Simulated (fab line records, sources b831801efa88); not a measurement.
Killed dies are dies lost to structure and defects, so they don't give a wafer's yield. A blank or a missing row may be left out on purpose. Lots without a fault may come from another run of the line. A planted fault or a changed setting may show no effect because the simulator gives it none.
Which tool did it? | flow gf180mcu | 15 lots, 42 wafers sampled, at 5 steps of a route of 602

WHAT THE GAUGES READ, wafer by wafer
GF_DUAL_GATE_OVL_MEAS_11. Usual: DUAL_GATE_OVL 0.4 nm, standard deviation 1.1.
lot  | measured     | on         | DUAL_GATE_OVL (nm) | flag
L756 | day 8 09:16  | overlay-02 | 0.9 1.8 -0.2       |
L757 | day 8 15:48  | overlay-02 | 2.1 0.8 2.0        |
L758 | day 8 22:33  | overlay-02 | 1.7 0.2 -0.4       |
L759 | day 9 04:49  | overlay-02 | 0.5 0.2 0.4        |
L761 | day 9 20:31  | overlay-01 | 0.4 -1.2 0.7       |
L763 | day 10 06:19 | overlay-02 | 0.7 0.6 -0.7       |
L765 | day 10 21:43 | overlay-01 | -0.9 3.0 1.6       |
L766 | day 11 01:46 | overlay-02 | -1.2 -1.2 1.3      |
L767 | day 11 16:10 | overlay-01 | 1.0 2.0 -1.1       |
L768 | day 11 23:22 | overlay-02 | 1.3 0.0 1.7        |
L769 | day 12 01:52 | overlay-01 | 0.4 1.4 -0.8       |
L770 | day 12 07:43 | overlay-01 | 0.4 0.1            |
L771 | day 12 15:08 | overlay-01 | -0.5 -1.4          |
L774 | day 13 13:07 | overlay-01 | -1.6 -1.3          |
L777 | day 14 06:52 | overlay-01 | 2.2 0.5 1.2        |

GF_HV_LDD_CD_MEAS_19: target cd 400 nm. Usual: cd_nm 399.6 nm, standard deviation 2.3.
lot  | measured     | on        | cd_nm (nm)        | flag
L756 | day 10 19:13 | cd_sem-02 | 403.8 406.0 406.7 |
L757 | day 11 01:08 | cd_sem-01 | 398.2 401.4 400.5 |
L758 | day 11 10:02 | cd_sem-02 | 398.4 396.9 399.5 |
L759 | day 11 14:56 | cd_sem-02 | 399.5 400.5 398.0 |
L761 | day 12 09:02 | cd_sem-01 | 397.4 394.9 397.7 |
L763 | day 12 22:20 | cd_sem-02 | 402.8 402.0 402.5 |
L765 | day 13 16:07 | cd_sem-02 | 400.2 401.8 401.4 |
L766 | day 13 17:44 | cd_sem-01 | 398.3 398.0 400.7 |
L767 | day 14 10:53 | cd_sem-01 | 398.8 398.2 398.7 |
L768 | day 14 16:38 | cd_sem-01 | 398.6 401.1 401.3 |
L769 | day 14 19:54 | cd_sem-02 | 400.8 398.6 396.8 |
L770 | day 15 05:17 | cd_sem-01 | 397.1 398.3       |
L771 | day 15 13:08 | cd_sem-02 | 398.8 398.1       |
L774 | day 16 11:37 | cd_sem-02 | 400.6 400.9       |
L777 | day 17 06:32 | cd_sem-01 | 394.5 397.7 396.8 |

GF_HV_LDD_TW_MEAS_23. Usual: HV_LDD_2_TW 1052, standard deviation 5.4.
lot  | measured     | on            | HV_LDD_2_TW    | flag
L756 | day 10 19:37 | film_metro-02 | 1052 1046 1052 |
L757 | day 11 01:33 | film_metro-03 | 1049 1052 1048 |
L758 | day 11 10:27 | film_metro-02 | 1051 1050 1051 |
L759 | day 11 15:21 | film_metro-03 | 1047 1044 1044 |
L761 | day 12 09:27 | film_metro-03 | 1043 1053 1052 |
L763 | day 12 22:44 | film_metro-04 | 1061 1064 1057 |
L765 | day 13 16:31 | film_metro-04 | 1053 1051 1060 |
L766 | day 13 18:09 | film_metro-03 | 1053 1050 1048 |
L767 | day 14 11:18 | film_metro-02 | 1049 1049 1052 |
L768 | day 14 17:03 | film_metro-03 | 1053 1052 1054 |
L769 | day 14 20:19 | film_metro-02 | 1044 1046 1047 |
L770 | day 15 05:41 | film_metro-03 | 1053 966       | OFF
L771 | day 15 13:30 | film_metro-02 | 966 1047       | OFF
L774 | day 16 12:01 | film_metro-04 | 968 1052       | OFF
L777 | day 17 06:56 | film_metro-04 | 1057 1062 1066 |

WHICH TOOL RAN EACH LOT (tool, then ch and the chambers of the sampled wafers, then the start)
lot  | GF_VT_IMPLANT_STRIP_31               | GF_HV_LDD_IMPLANT_21
L756 | plasma_asher-04 ch 0,1, day 6 21:56  | implanter-03 ch 0, day 10 19:22
L757 | plasma_asher-01 ch 0,1, day 7 04:38  | implanter-01 ch 0, day 11 01:18
L758 | plasma_asher-03 ch 0,1, day 7 10:38  | implanter-03 ch 0, day 11 10:12
L759 | plasma_asher-01 ch 0, day 7 16:23    | implanter-02 ch 0, day 11 15:06
L761 | plasma_asher-04 ch 0,1, day 8 07:35  | implanter-01 ch 0, day 12 09:12
L763 | plasma_asher-03 ch 0,1, day 8 17:17  | implanter-03 ch 0, day 12 22:31
L765 | plasma_asher-03 ch 0,1, day 9 08:35  | implanter-03 ch 0, day 13 16:16
L766 | plasma_asher-03 ch 0,1, day 9 12:23  | implanter-01 ch 0, day 13 17:54
L767 | plasma_asher-01 ch 0,1, day 10 00:38 | implanter-03 ch 0, day 14 11:03
L768 | plasma_asher-04 ch 0,1, day 10 04:23 | implanter-03 ch 0, day 14 16:48
L769 | plasma_asher-01 ch 0,1, day 10 08:53 | implanter-01 ch 0, day 14 20:04
L770 | plasma_asher-04 ch 1, day 10 16:02   | implanter-01 ch 0, day 15 05:28
L771 | plasma_asher-04 ch 0,1, day 10 23:10 | implanter-01 ch 0, day 15 13:19
L774 | plasma_asher-04 ch 0,1, day 11 18:56 | implanter-01 ch 0, day 16 11:47
L777 | plasma_asher-04 ch 0,1, day 12 12:04 | implanter-03 ch 0, day 17 06:43
- GF_VT_IMPLANT_STRIP_31: strips in O2/N2.
- GF_HV_LDD_IMPLANT_21

WHAT THE TOOLS THEMSELVES READ (means of the sampled wafers that have a number; where no wafer has one, the mark that the record gives instead)
GF_VT_IMPLANT_STRIP_31. Usual: drypump_motor_current_A 5.8 A, standard deviation 0.48; heater_power_w 315 W, standard deviation 20; oes_product_au 0.716 a.u., standard deviation 0.0047; strip_time_to_endpoint_s 12.63 s, standard deviation 0.039.
lot  | tool            | drypump_motor_current_A (A) | heater_power_w (W) | oes_product_au (a.u.) | strip_time_to_endpoint_s (s) | flag
L756 | plasma_asher-04 | 5.8                         | 322                | 0.715                 | 12.65                        |
L757 | plasma_asher-01 | 5.8                         | 323                | 0.715                 | 12.65                        |
L758 | plasma_asher-03 | 5.9                         | 321                | 0.720                 | 12.64                        |
L759 | plasma_asher-01 | 6.0                         | 283                | 0.715                 | 12.61                        |
L761 | plasma_asher-04 | 5.4                         | 310                | 0.709                 | 12.65                        |
L763 | plasma_asher-03 | 5.9                         | 315                | 0.715                 | 12.59                        |
L765 | plasma_asher-03 | 5.9                         | 324                | 0.716                 | 12.69                        |
L766 | plasma_asher-03 | 5.9                         | 316                | 0.716                 | 12.63                        |
L767 | plasma_asher-01 | 5.9                         | 296                | 0.717                 | 12.63                        |
L768 | plasma_asher-04 | 5.8                         | 312                | 0.715                 | 12.62                        |
L769 | plasma_asher-01 | 5.9                         | 303                | 0.720                 | 12.59                        |
L770 | plasma_asher-04 | 4.9                         | 296                | 0.720                 | 12.59                        |
L771 | plasma_asher-04 | 5.7                         | 316                | 0.719                 | 12.64                        |
L774 | plasma_asher-04 | 5.6                         | 318                | 0.722                 | 12.61                        |
L777 | plasma_asher-04 | 5.4                         | 307                | 0.716                 | 12.63                        |

GF_HV_LDD_IMPLANT_21. Usual: beam_on_s 9.99 s, standard deviation 0.19; faraday_current_uA 282, standard deviation 5.3; tilt_deg 6.999 degrees, standard deviation 0.019.
lot  | tool         | beam_on_s (s) | faraday_current_uA | tilt_deg (degrees) | flag
L756 | implanter-03 | 9.94          | 283                | 7.008              |
L757 | implanter-01 | 9.70          | 289                | 6.970              |
L758 | implanter-03 | 10.15         | 278                | 7.003              |
L759 | implanter-02 | 9.93          | 284                | 6.966              |
L761 | implanter-01 | 9.90          | 284                | 7.001              |
L763 | implanter-03 | 9.76          | 289                | 6.990              |
L765 | implanter-03 | 10.18         | 277                | 7.020              |
L766 | implanter-01 | 10.03         | 281                | 7.004              |
L767 | implanter-03 | 10.00         | 282                | 7.032              |
L768 | implanter-03 | 10.12         | 278                | 6.985              |
L769 | implanter-01 | 10.19         | 277                | 6.998              |
L770 | implanter-01 | 8.72          | 328                | 7.001              | OFF
L771 | implanter-01 | 8.69          | 328                | 6.975              | OFF
L774 | implanter-01 | 8.75          | 325                | 7.019              | OFF
L777 | implanter-03 | 10.25         | 275                | 6.995              |

THE ANSWER, worked out from the rows above alone
Rule: a lot is off if the mean of its wafers that have a number lies more than 3 standard deviations from the usual mean. A lot without any number at a reading at which 4 lots or more have one is off too. The other lots that the step has rows for count as sound. The gauges are gone through in route order, then the tools' own readings, and for those a lot's mean is taken as printed above. The first step at which some lot is off is used, and at that step the reading that is off furthest; a lot without a number counts as furthest.
Off: L770, L771, L774, at GF_HV_LDD_TW_MEAS_23 (HV_LDD_2_TW).
A tool fits if, at a process step before that reading, it ran every lot that is off, and no sound lot after the first of them. The gauges at GF_HV_LDD_TW_MEAS_23 aren't tried: what is off there is off at GF_HV_LDD_IMPLANT_21 too, on other tools, and a gauge's error can't cause that. One fits: implanter-01 at GF_HV_LDD_IMPLANT_21. Its last sound lot is L769 (day 14 20:04), its first lot that is off L770 (day 15 05:28): a fault that began between those two fits.
The tool's own readings at GF_HV_LDD_IMPLANT_21 bear it out: on the lots that are off they differ by more than 5 times the standard deviation of the sound lots' means. beam_on_s reads 8.72 s there against 10.01 s on the sound lots; faraday_current_uA reads 327 there against 281 on the sound lots.

WHAT THE SIMULATOR HAD PUT IN
Process parameter drift: implanter-01, from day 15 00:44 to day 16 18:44, at GF_HV_LDD_IMPLANT_21. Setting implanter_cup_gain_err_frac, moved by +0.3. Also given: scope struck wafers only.
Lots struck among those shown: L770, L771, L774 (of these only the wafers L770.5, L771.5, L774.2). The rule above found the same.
